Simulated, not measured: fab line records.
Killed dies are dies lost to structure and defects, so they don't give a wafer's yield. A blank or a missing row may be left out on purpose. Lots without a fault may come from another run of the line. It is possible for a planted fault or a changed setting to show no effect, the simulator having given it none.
Matching of chambers ; flow sfq-line ; rie-diel-03 running SFQ_TRILAYER_I2_VIA_ETCH_VIA_ETCH_070: 3 sister chambers
The step etches SiO2 in CHF3, stops on Nb, target depth 260 nm. 14 wafers are shown with their chamber, then 5 later ones without.

WAFERS WITH THEIR CHAMBER
wafer;chamber;drypump-motor-current-A (A);bias-w (W);oes-product-au (a.u.)
L437.3;2;5.7;80.07;0.858
L437.4;3;6.0;79.94;0.855
L437.6;0;5.2;79.72;0.863
L438.2;3;6.0;80.27;0.853
L438.3;0;5.2;79.56;0.863
L438.5;0;5.2;79.71;0.862
L439.1;3;6.0;80.11;0.847
L439.3;0;5.2;80.16;0.846
L439.4;2;5.8;80.18;0.858
L440.2;2;5.7;80.18;0.869
L440.5;3;6.0;79.95;0.845
L440.6;2;5.7;79.95;0.856
L442.1;3;6.0;80.05;0.850
L442.3;2;5.7;80.16;0.864

SIGNATURES (averages over the wafers above)
reading;chamber 0;chamber 2;chamber 3;scatter within a chamber
drypump-motor-current-A;5.200;5.720;6.000;0.027
bias-w;79.7875;80.1080;80.0640;0.169
oes-product-au;0.85850;0.86100;0.85000;0.00598
Rule: for a wafer and a chamber, the distance is found by dividing, reading by reading, the gap between the wafer's reading and the chamber's mean by the reading's scatter, squaring, summing and taking the root. If the next closest chamber is less than 2 further off than the closest, the wafer can't be placed; otherwise it belongs to the closest. The scatter: the root of (the sum of the squares of (reading less its chamber's mean) over the shown wafers, divided by (wafers less chambers)).

WAFERS WHOSE CHAMBER IS MISSING
wafer;drypump-motor-current-A (A);bias-w (W);oes-product-au (a.u.)
L442.4;6.0;79.84;0.858
L458.1;5.2;79.97;0.846
L458.2;5.8;79.86;0.854
L460.1;5.7;80.01;0.862
L460.3;6.0;80.17;0.853

THE CHAMBER EACH PASSED THROUGH
wafer;from the rows above;in truth
L442.4;3;3
L458.1;0;0
L458.2;2;2
L460.1;2;2
L460.3;3;3
Placed correctly: 5 of 5. Not placeable from these rows: 0. Number placed wrongly: 0.
